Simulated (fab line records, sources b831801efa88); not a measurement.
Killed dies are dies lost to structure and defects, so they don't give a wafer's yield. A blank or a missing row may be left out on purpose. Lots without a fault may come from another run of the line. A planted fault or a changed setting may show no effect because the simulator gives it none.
Problem report in the 8D (eight disciplines) form, filled by code | flow sky130 | the parts of the form that need people (team, actions taken, sign-off) are left out

1. THE PROBLEM
VIA4_W_RS at SKY_VIA4_RS_MEAS_19 reads a mean of 0.4324 ohm/sq on 3 wafers of 2 lots; wafers without a fault read 0.2263 ohm/sq with a standard deviation of 0.0025. That is +82 standard deviations from the usual mean.
The step: measures by four-point-probe.
First seen on wafer L494.1, day 46 05:27, on film_metro-03. The record holds 27 wafers of 9 lots with a number at this step. Rule for "out", or "out of limits": more than 4 standard deviations from the usual mean. The other wafers with a number count as sound.

2. WHAT IT IS AND WHAT IT IS NOT
question                    | is                           | is not
which readings at this step | VIA4_W_RS                    | -
which lots                  | L494, L496                   | L483, L484, L488, L490, L491, L495, L505
which wafers of those lots  | L494.1, L494.5, L496.5       | L494.4, L496.3, L496.6
read on which gauges        | film_metro-02, film_metro-03 | film_metro-01
when                        | from day 46 05:27            | up to then (16 sound wafers); but 8 sound wafers of L495, L496, L505 came after

3. SUSPECTS, AND WHAT RULES EACH OUT
Counting: a tool at a process step up to the reading stays a suspect if it ran every lot that is out. Sound lots after the first of them don't rule it out here, since some wafers of a struck lot are sound.
- the gauge at SKY_VIA4_RS_MEAS_19: ruled out. The wafers that are out were read on 2 gauges (film_metro-02, film_metro-03).
- rie_metal-02 at SKY_METAL4_DESCUM_15 (chemistry O2, time 8 s): kept. It ran every lot that is out, first L494 (day 45 06:18); its last sound lot up to then is L491 (day 44 06:01).
- rie_metal-02 at SKY_METAL4_ETCH_16 (etches BARC in N2/H2, stops on SiO2, time 88.2 s, target depth 60 nm): kept. It ran every lot that is out, first L494 (day 45 06:20); its last sound lot up to then is L491 (day 44 06:04).
- cvd_w-01 at SKY_VIA4_CVD_18 (deposits W, target thk 505 nm, time 152.14 s): kept. It ran every lot that is out, first L494 (day 46 05:17); its last sound lot up to then is L491 (day 45 05:49).
- Within cvd_w-01 at SKY_VIA4_CVD_18: the wafers that are out ran in chamber 0; their sound lot-mates ran in chamber 1.
Left after counting: rie_metal-02 at SKY_METAL4_DESCUM_15, rie_metal-02 at SKY_METAL4_ETCH_16, cvd_w-01 at SKY_VIA4_CVD_18.

4. THE CAUSE (what the simulator had put in)
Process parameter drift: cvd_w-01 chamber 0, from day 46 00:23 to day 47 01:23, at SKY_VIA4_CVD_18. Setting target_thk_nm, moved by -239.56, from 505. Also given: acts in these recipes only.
Counting left 3 suspects, and this tool is among them.

5. THE CHAIN OF EFFECTS, in route order
Each row: a reading whose mean over the struck wafers that have a number lies more than 3 standard deviations from the usual. Only readings for which the record gives a usual standard deviation are gone through. hours: the time from each lot's start at the first step in this table that gives one to its start at this step, as a median over the lots. sigmas: the change in usual standard deviations.
hours | step                 | reading            | usual         | on struck wafers | change  | sigmas
0     | SKY_VIA4_RS_MEAS_19  | VIA4_W_RS          | 0.2263 ohm/sq | 0.4324           | +0.2061 | +82
0     | SKY_VIA4_THK_MEAS_20 | VIA4_W_THK         | 496 nm        | 262              | -234    | -41
0     | SKY_VIA4_CMP_21      | time_to_endpoint_s | 123 s         | 63               | -60     | -13
The process steps in it:
- SKY_VIA4_CMP_21: polishes, stops on SiO2, t overpolish 25 s, target thk 0 nm.

6. WHAT WOULD HAVE CAUGHT IT SOONER
In this record the first reading out of limits at a measuring or inspecting step was taken at day 46 05:27, 5 hours after the fault began at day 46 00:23.
Of the tool readings at SKY_VIA4_CVD_18 for which the record gives a usual standard deviation, none was out on any struck wafer, so an alarm limit of 4 standard deviations on them would not have fired.
Of the lots that are out (2), L496 began SKY_VIA4_CVD_18 on cvd_w-01 after day 46 05:27. A hold on the tool at that time would have spared it.
